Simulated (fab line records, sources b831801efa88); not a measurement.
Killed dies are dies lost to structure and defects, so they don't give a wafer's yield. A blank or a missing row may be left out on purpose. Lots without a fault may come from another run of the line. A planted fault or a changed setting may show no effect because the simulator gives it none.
Which tool did it? | flow sfq_line | 14 lots, 41 wafers sampled, at 5 steps of a route of 325

WHAT THE GAUGES READ, wafer by wafer
SFQ_M6_RS_MEAS_938: measures by four-point-probe. Usual: M6_NB_RS 0.895 ohm/sq, standard deviation 0.01.
lot  | measured     | on            | M6_NB_RS (ohm/sq) | flag
L778 | day 57 08:08 | film_metro-02 | 0.906 0.898 0.906 |
L779 | day 57 14:32 | film_metro-02 | 0.895 0.887 0.882 |
L780 | day 57 20:46 | film_metro-04 | 0.449 0.442       | OFF
L781 | day 57 22:52 | film_metro-04 | 0.905 0.906 0.907 |
L782 | day 59 01:57 | film_metro-04 | 0.452 0.448 0.446 | OFF
L787 | day 60 01:42 | film_metro-02 | 0.912 0.921 0.924 |
L790 | day 61 10:40 | film_metro-01 | 0.896 0.899 0.898 |
L791 | day 61 19:05 | film_metro-04 | 0.884 0.894 0.882 |
L792 | day 61 22:40 | film_metro-01 | 0.893 0.902 0.899 |
L794 | day 62 14:52 | film_metro-04 | 0.899 0.891 0.901 |
L795 | day 62 20:17 | film_metro-04 | 0.898 0.900 0.892 |
L798 | day 63 14:22 | film_metro-02 | 0.878 0.881 0.882 |
L800 | day 63 23:25 | film_metro-04 | 0.880 0.901 0.891 |
L801 | day 64 04:10 | film_metro-02 | 0.888 0.896 0.890 |

WHICH TOOL RAN EACH LOT (tool, then ch and the chambers of the sampled wafers, then the start)
lot  | SFQ_TRILAYER_A5B_CMP_CMP_130  | SFQ_TRILAYER_A5B_METRO_MEASURE_131 | SFQ_TRILAYER_I5_BARC_OPEN_VIA_ETCH_200 | SFQ_TRILAYER_M6_DEP_SPUTTER_157
L778 | cmp-01 ch 1,2,3, day 47 17:06 | film_metro-02, day 47 19:48        | rie_diel-02 ch 0,1, day 52 15:58       | pvd_sputter-05, day 57 08:01
L779 | cmp-01 ch 0,3, day 47 20:06   | film_metro-02, day 47 22:48        | rie_diel-01 ch 0,2, day 52 18:22       | pvd_sputter-05, day 57 14:26
L780 | cmp-01 ch 0,2, day 47 23:36   | film_metro-02, day 48 02:00        | rie_diel-02 ch 0,1, day 52 23:10       | pvd_sputter-03, day 57 20:23
L781 | cmp-01 ch 0,1,2, day 48 02:36 | film_metro-02, day 48 04:36        | rie_diel-03 ch 2,3, day 53 01:34       | pvd_sputter-03, day 57 22:47
L782 | cmp-01 ch 1,2, day 48 19:36   | film_metro-04, day 48 22:36        | rie_diel-03 ch 0,2, day 54 06:32       | pvd_sputter-03, day 59 01:37
L787 | cmp-02 ch 0,1,2, day 49 19:00 | film_metro-04, day 49 21:00        | rie_diel-01 ch 0,2,3, day 55 07:44     | pvd_sputter-05, day 60 01:37
L790 | cmp-01 ch 0,2,3, day 51 06:06 | film_metro-02, day 51 07:48        | rie_diel-01 ch 2,3, day 56 23:53       | pvd_sputter-05, day 61 10:34
L791 | cmp-01 ch 0,1,3, day 51 11:06 | film_metro-02, day 51 13:48        | rie_diel-03 ch 2,3, day 57 10:41       | pvd_sputter-05, day 61 18:58
L792 | cmp-01 ch 0,2,3, day 51 15:06 | film_metro-04, day 51 16:36        | rie_diel-03 ch 1,2,3, day 57 14:17     | pvd_sputter-05, day 61 22:34
L794 | cmp-01 ch 1,2,3, day 51 22:36 | film_metro-04, day 52 01:48        | rie_diel-02 ch 0,2,3, day 58 05:59     | pvd_sputter-05, day 62 14:46
L795 | cmp-02 ch 0,3, day 52 03:39   | film_metro-04, day 52 07:03        | rie_diel-03 ch 0,3, day 58 09:35       | pvd_sputter-05, day 62 20:10
L798 | cmp-01 ch 0,2, day 52 16:36   | film_metro-03, day 52 19:48        | rie_diel-01 ch 1,3, day 59 03:35       | pvd_sputter-05, day 63 14:16
L800 | cmp-02 ch 0,1, day 53 03:39   | film_metro-02, day 53 07:15        | rie_diel-03 ch 1,2,3, day 59 13:11     | pvd_sputter-04, day 63 23:16
L801 | cmp-01 ch 2,3, day 53 08:06   | film_metro-04, day 53 10:48        | rie_diel-03 ch 0,2,3, day 59 15:35     | pvd_sputter-04, day 64 04:04
- SFQ_TRILAYER_A5B_CMP_CMP_130: polishes, stops on Nb, target thk 340.7 nm.
- SFQ_TRILAYER_A5B_METRO_MEASURE_131
- SFQ_TRILAYER_I5_BARC_OPEN_VIA_ETCH_200: etches BARC in O2, target depth 125 nm, time 41.7 s.
- SFQ_TRILAYER_M6_DEP_SPUTTER_157: material Nb, target thk 200 nm, time 133.3 s.

WHAT THE TOOLS THEMSELVES READ (means of the sampled wafers that have a number; where no wafer has one, the mark that the record gives instead)
SFQ_TRILAYER_A5B_CMP_CMP_130. Usual: motor_current_A 9.7 A, standard deviation 0.63; slurry_filter_dp_kPa 13.50 kPa, standard deviation 0.16.
lot  | tool   | motor_current_A (A) | slurry_filter_dp_kPa (kPa) | flag
L778 | cmp-01 | 9.2                 | 13.43                      |
L779 | cmp-01 | 9.2                 | 13.48                      |
L780 | cmp-01 | 9.8                 | 13.36                      |
L781 | cmp-01 | 9.7                 | 13.50                      |
L782 | cmp-01 | 10.1                | 13.45                      |
L787 | cmp-02 | 9.7                 | 13.46                      |
L790 | cmp-01 | 9.7                 | 13.54                      |
L791 | cmp-01 | 9.6                 | 13.61                      |
L792 | cmp-01 | 9.6                 | 13.50                      |
L794 | cmp-01 | 9.8                 | 13.47                      |
L795 | cmp-02 | 11.0                | 13.45                      |
L798 | cmp-01 | 9.5                 | 13.44                      |
L800 | cmp-02 | 9.7                 | 13.33                      |
L801 | cmp-01 | 9.9                 | 13.57                      |

SFQ_TRILAYER_A5B_METRO_MEASURE_131. Usual: thk_nm 339 nm, standard deviation 7.4.
lot  | tool          | thk_nm (nm) | flag
L778 | film_metro-02 | 337         |
L779 | film_metro-02 | 334         |
L780 | film_metro-02 | 340         |
L781 | film_metro-02 | 332         |
L782 | film_metro-04 | 338         |
L787 | film_metro-04 | 340         |
L790 | film_metro-02 | 341         |
L791 | film_metro-02 | 337         |
L792 | film_metro-04 | 341         |
L794 | film_metro-04 | 333         |
L795 | film_metro-04 | 343         |
L798 | film_metro-03 | 337         |
L800 | film_metro-02 | 338         |
L801 | film_metro-04 | 339         |

SFQ_TRILAYER_I5_BARC_OPEN_VIA_ETCH_200. Usual: drypump_motor_current_A 5.8 A, standard deviation 0.4; oes_product_au 0.685 a.u., standard deviation 0.005.
lot  | tool        | drypump_motor_current_A (A) | oes_product_au (a.u.) | flag
L778 | rie_diel-02 | 6.1                         | 0.689                 |
L779 | rie_diel-01 | 5.7                         | 0.686                 |
L780 | rie_diel-02 | 6.0                         | 0.685                 |
L781 | rie_diel-03 | 5.7                         | 0.686                 |
L782 | rie_diel-03 | 5.9                         | 0.689                 |
L787 | rie_diel-01 | 5.5                         | 0.680                 |
L790 | rie_diel-01 | 5.8                         | 0.685                 |
L791 | rie_diel-03 | 5.7                         | 0.680                 |
L792 | rie_diel-03 | 5.7                         | 0.684                 |
L794 | rie_diel-02 | 6.0                         | 0.686                 |
L795 | rie_diel-03 | 5.5                         | 0.691                 |
L798 | rie_diel-01 | 5.8                         | 0.687                 |
L800 | rie_diel-03 | 5.8                         | 0.683                 |
L801 | rie_diel-03 | 5.7                         | 0.686                 |

SFQ_TRILAYER_M6_DEP_SPUTTER_157. Usual: throttle_valve_pct 29.9 %, standard deviation 0.87.
lot  | tool           | throttle_valve_pct (%) | flag
L778 | pvd_sputter-05 | 30.5                   |
L779 | pvd_sputter-05 | 30.1                   |
L780 | pvd_sputter-03 | 30.0                   |
L781 | pvd_sputter-03 | 29.5                   |
L782 | pvd_sputter-03 | 29.7                   |
L787 | pvd_sputter-05 | 30.5                   |
L790 | pvd_sputter-05 | 30.2                   |
L791 | pvd_sputter-05 | 29.2                   |
L792 | pvd_sputter-05 | 29.7                   |
L794 | pvd_sputter-05 | 30.5                   |
L795 | pvd_sputter-05 | 28.7                   |
L798 | pvd_sputter-05 | 29.8                   |
L800 | pvd_sputter-04 | 30.0                   |
L801 | pvd_sputter-04 | 29.5                   |

THE ANSWER, worked out from the rows above alone
Rule: a lot is off if the mean of its wafers that have a number lies more than 3 standard deviations from the usual mean. A lot without any number at a reading at which 4 lots or more have one is off too. The other lots that the step has rows for count as sound. The gauges are gone through in route order, then the tools' own readings, and for those a lot's mean is taken as printed above. The first step at which some lot is off is used, and at that step the reading that is off furthest; a lot without a number counts as furthest.
Off: L780, L782, at SFQ_M6_RS_MEAS_938 (M6_NB_RS).
A tool fits if, at a process step before that reading, it ran every lot that is off, and no sound lot after the first of them. The gauges at SFQ_M6_RS_MEAS_938 are tried like those tools. None of those tried fits.

WHAT THE SIMULATOR HAD PUT IN
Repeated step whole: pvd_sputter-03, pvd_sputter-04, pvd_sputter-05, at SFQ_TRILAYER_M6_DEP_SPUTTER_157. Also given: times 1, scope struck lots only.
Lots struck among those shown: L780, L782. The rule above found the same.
